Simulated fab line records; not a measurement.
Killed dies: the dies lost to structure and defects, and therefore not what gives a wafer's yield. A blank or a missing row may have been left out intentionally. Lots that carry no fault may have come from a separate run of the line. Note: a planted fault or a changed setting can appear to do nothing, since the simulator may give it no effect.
Which tool was responsible? / flow gf180mcu / 33 wafers from 11 lots sampled at 6 of the route's 602 steps

== WHAT THE GAUGES SHOWED, per wafer ==
GF_V2_RS_MEAS_24: measurement is done with a four-point probe.
lot=L385; measured=day 20 04:21; on=film_metro-01; V2_W_RS (ohm/sq)=0.331 0.328 0.330
lot=L387; measured=day 21 08:19; on=film_metro-01; V2_W_RS (ohm/sq)=0.337 0.344 0.340
lot=L388; measured=day 21 14:52; on=film_metro-01; V2_W_RS (ohm/sq)=0.333 0.327 0.334
lot=L389; measured=day 22 05:17; on=film_metro-01; V2_W_RS (ohm/sq)=0.327 0.328 0.332
lot=L391; measured=day 23 03:57; on=film_metro-01; V2_W_RS (ohm/sq)=0.323 0.326 0.324
lot=L394; measured=day 24 15:02; on=film_metro-03; V2_W_RS (ohm/sq)=0.328 0.332 0.326
lot=L397; measured=day 25 10:06; on=film_metro-03; V2_W_RS (ohm/sq)=0.332 0.332 0.336
lot=L399; measured=day 26 04:32; on=film_metro-03; V2_W_RS (ohm/sq)=0.327 0.330 0.331
lot=L400; measured=day 26 06:08; on=film_metro-03; V2_W_RS (ohm/sq)=0.321 0.321 0.325
lot=L401; measured=day 26 12:16; on=film_metro-03; V2_W_RS (ohm/sq)=0.328 0.327 0.327
lot=L405; measured=day 27 07:44; on=film_metro-04; V2_W_RS (ohm/sq)=0.337 0.337 0.336

GF_V3_THK_MEAS_03.
lot=L385; measured=day 21 06:02; on=film_metro-01; V3_CVD_02_THK (nm)=855 853 857
lot=L387; measured=day 22 10:07; on=film_metro-02; V3_CVD_02_THK (nm)=833 833 842
lot=L388; measured=day 22 16:01; on=film_metro-01; V3_CVD_02_THK (nm)=856 856 862
lot=L389; measured=day 23 05:34; on=film_metro-02; V3_CVD_02_THK (nm)=850 840 845
lot=L391; measured=day 24 04:49; on=film_metro-02; V3_CVD_02_THK (nm)=835 861 874
lot=L394; measured=day 25 13:50; on=film_metro-01; V3_CVD_02_THK (nm)=851 867 849
lot=L397; measured=day 26 08:52; on=film_metro-01; V3_CVD_02_THK (nm)=848 860 855
lot=L399; measured=day 27 03:10; on=film_metro-02; V3_CVD_02_THK (nm)=863 877 867
lot=L400; measured=day 27 04:32; on=film_metro-02; V3_CVD_02_THK (nm)=838 840 856
lot=L401; measured=day 27 10:42; on=film_metro-02; V3_CVD_02_THK (nm)=832 860 852
lot=L405; measured=day 28 05:36; on=film_metro-04; V3_CVD_02_THK (nm)=831 983 847 831 983 847

GF_V3_OVL_MEAS_15.
lot=L385; measured=day 22 05:40; on=overlay-02; V3_OVL (nm)=-2 -11 -1
lot=L387; measured=day 23 10:00; on=overlay-01; V3_OVL (nm)=9 5 4
lot=L388; measured=day 23 14:54; on=overlay-02; V3_OVL (nm)=-2 1 -4
lot=L389; measured=day 24 04:36; on=overlay-01; V3_OVL (nm)=0 6 -6
lot=L391; measured=day 25 02:45; on=overlay-02; V3_OVL (nm)=1 7 6
lot=L394; measured=day 26 11:40; on=overlay-01; V3_OVL (nm)=2 1 1
lot=L397; measured=day 27 05:29; on=overlay-01; V3_OVL (nm)=0 3 -1
lot=L399; measured=day 27 23:47; on=overlay-02; V3_OVL (nm)=10 6 7
lot=L400; measured=day 28 01:02; on=overlay-01; V3_OVL (nm)=-11 -3 -10
lot=L401; measured=day 28 07:00; on=overlay-01; V3_OVL (nm)=-1 -4 3
lot=L405; measured=day 29 01:40; on=overlay-01; V3_OVL (nm)=9 -2 6

== TOOL THAT RAN EACH LOT (tool first, then ch and the chambers of the sampled wafers, then the start) ==
lot=L385; GF_M3_SPUTTER_00=pvd_sputter-01, day 20 04:49; GF_V3_CVD_02=pecvd-04 ch 0,2, day 21 05:57; GF_V3_CMP_04=cmp-02 ch 0,1,3, day 21 06:11
lot=L387; GF_M3_SPUTTER_00=pvd_sputter-03, day 21 08:47; GF_V3_CVD_02=pecvd-03 ch 0,1, day 22 10:01; GF_V3_CMP_04=cmp-01 ch 0,1,2, day 22 10:10
lot=L388; GF_M3_SPUTTER_00=pvd_sputter-01, day 21 15:19; GF_V3_CVD_02=pecvd-04 ch 0,2, day 22 15:56; GF_V3_CMP_04=cmp-01 ch 0,2,3, day 22 16:10
lot=L389; GF_M3_SPUTTER_00=pvd_sputter-01, day 22 05:45; GF_V3_CVD_02=pecvd-02 ch 0,1, day 23 05:29; GF_V3_CMP_04=cmp-02 ch 1,2, day 23 05:37
lot=L391; GF_M3_SPUTTER_00=pvd_sputter-01, day 23 04:26; GF_V3_CVD_02=pecvd-04 ch 0,1, day 24 04:43; GF_V3_CMP_04=cmp-02 ch 0,1,2, day 24 04:53
lot=L394; GF_M3_SPUTTER_00=pvd_sputter-01, day 24 15:28; GF_V3_CVD_02=pecvd-02 ch 0,1, day 25 13:45; GF_V3_CMP_04=cmp-02 ch 0,1,2, day 25 13:59
lot=L397; GF_M3_SPUTTER_00=pvd_sputter-01, day 25 10:31; GF_V3_CVD_02=pecvd-04 ch 0,1,2, day 26 08:49; GF_V3_CMP_04=cmp-02 ch 1,2, day 26 08:57
lot=L399; GF_M3_SPUTTER_00=pvd_sputter-01, day 26 04:59; GF_V3_CVD_02=pecvd-04 ch 0,1,2, day 27 03:05; GF_V3_CMP_04=cmp-02 ch 0,1,3, day 27 03:19
lot=L400; GF_M3_SPUTTER_00=pvd_sputter-03, day 26 06:35; GF_V3_CVD_02=pecvd-03 ch 0,1,2, day 27 04:28; GF_V3_CMP_04=cmp-02 ch 0,2,3, day 27 04:35
lot=L401; GF_M3_SPUTTER_00=pvd_sputter-01, day 26 12:44; GF_V3_CVD_02=pecvd-02 ch 0,2, day 27 10:37; GF_V3_CMP_04=cmp-02 ch 1,3, day 27 10:47
lot=L405; GF_M3_SPUTTER_00=pvd_sputter-03, day 27 08:10; GF_V3_CVD_02=pecvd-03 ch 0,1,2, day 28 05:32; GF_V3_CMP_04=cmp-02 ch 0,1,3, day 28 11:11
- GF_M3_SPUTTER_00: material Ti, target thk 37.5 nm, time 150 s.
- GF_V3_CVD_02: deposits SiO2 from TEOS, target thk 850 nm, time 94.851 s.
- GF_V3_CMP_04: polishes SiO2.

== WHAT THE TOOLS THEMSELVES READ (means of the sampled wafers that have a number; where no wafer has one, the mark that the record gives instead) ==
GF_M3_SPUTTER_00.
lot=L385; tool=pvd_sputter-01; throttle_valve_pct (%)=29.0
lot=L387; tool=pvd_sputter-03; throttle_valve_pct (%)=29.6
lot=L388; tool=pvd_sputter-01; throttle_valve_pct (%)=29.6
lot=L389; tool=pvd_sputter-01; throttle_valve_pct (%)=29.0
lot=L391; tool=pvd_sputter-01; throttle_valve_pct (%)=29.9
lot=L394; tool=pvd_sputter-01; throttle_valve_pct (%)=29.2
lot=L397; tool=pvd_sputter-01; throttle_valve_pct (%)=29.9
lot=L399; tool=pvd_sputter-01; throttle_valve_pct (%)=29.1
lot=L400; tool=pvd_sputter-03; throttle_valve_pct (%)=29.7
lot=L401; tool=pvd_sputter-01; throttle_valve_pct (%)=29.0
lot=L405; tool=pvd_sputter-03; throttle_valve_pct (%)=28.7

GF_V3_CVD_02.
lot=L385; tool=pecvd-04; heater_power_w (W)=678; run_length_s (s)=122.9
lot=L387; tool=pecvd-03; heater_power_w (W)=790; run_length_s (s)=122.5
lot=L388; tool=pecvd-04; heater_power_w (W)=627; run_length_s (s)=123.2
lot=L389; tool=pecvd-02; heater_power_w (W)=729; run_length_s (s)=122.4
lot=L391; tool=pecvd-04; heater_power_w (W)=519; run_length_s (s)=123.3
lot=L394; tool=pecvd-02; heater_power_w (W)=788; run_length_s (s)=122.3
lot=L397; tool=pecvd-04; heater_power_w (W)=632; run_length_s (s)=123.2
lot=L399; tool=pecvd-04; heater_power_w (W)=600; run_length_s (s)=123.0
lot=L400; tool=pecvd-03; heater_power_w (W)=739; run_length_s (s)=122.9
lot=L401; tool=pecvd-02; heater_power_w (W)=679; run_length_s (s)=123.2
lot=L405; tool=pecvd-03; heater_power_w (W)=701; run_length_s (s)=127.6

GF_V3_CMP_04.
lot=L385; tool=cmp-02; motor_current_A (A)=12.9; time_to_endpoint_s (s)=85
lot=L387; tool=cmp-01; motor_current_A (A)=12.1; time_to_endpoint_s (s)=70
lot=L388; tool=cmp-01; motor_current_A (A)=11.8; time_to_endpoint_s (s)=76
lot=L389; tool=cmp-02; motor_current_A (A)=12.8; time_to_endpoint_s (s)=82
lot=L391; tool=cmp-02; motor_current_A (A)=12.8; time_to_endpoint_s (s)=85
lot=L394; tool=cmp-02; motor_current_A (A)=13.1; time_to_endpoint_s (s)=79
lot=L397; tool=cmp-02; motor_current_A (A)=12.4; time_to_endpoint_s (s)=78
lot=L399; tool=cmp-02; motor_current_A (A)=12.8; time_to_endpoint_s (s)=86
lot=L400; tool=cmp-02; motor_current_A (A)=12.9; time_to_endpoint_s (s)=75
lot=L401; tool=cmp-02; motor_current_A (A)=13.0; time_to_endpoint_s (s)=78
lot=L405; tool=cmp-02; motor_current_A (A)=12.7; time_to_endpoint_s (s)=87

== THE ANSWER, worked out from the rows above alone ==
Rule: the usual values come from the lots themselves. Put in order of their means at a reading, lots are off if they are a third of the lots or fewer, leave a main group of 4 or more, and stand apart from it by a gap of 3 or more times the standard deviation of the main group's means; of several such gaps the widest counts. If all means in a main group match to the digits the tables above print for the reading, that group is not used. Also off: a lot with no number at a reading for which 4 or more lots have one. All remaining lots with rows at the step are treated as sound. The gauges are gone through in route order, then the tools' own readings, and for those a lot's mean is taken as printed above. The first step at which some lot is off is used, and at that step the reading that is off furthest; a lot without a number counts as furthest.
Off at GF_V3_CVD_02 (run_length_s): L405. The main group has a mean of 122.9 s with a standard deviation of 0.35.
A tool fits if, at that step or a process step before it, it ran every lot that is off, and no sound lot after the first of them. 2 tools fit, pvd_sputter-03 at GF_M3_SPUTTER_00 and pecvd-03 at GF_V3_CVD_02, so this cannot tell which one it is.

== WHAT THE SIMULATOR HAD INSERTED ==
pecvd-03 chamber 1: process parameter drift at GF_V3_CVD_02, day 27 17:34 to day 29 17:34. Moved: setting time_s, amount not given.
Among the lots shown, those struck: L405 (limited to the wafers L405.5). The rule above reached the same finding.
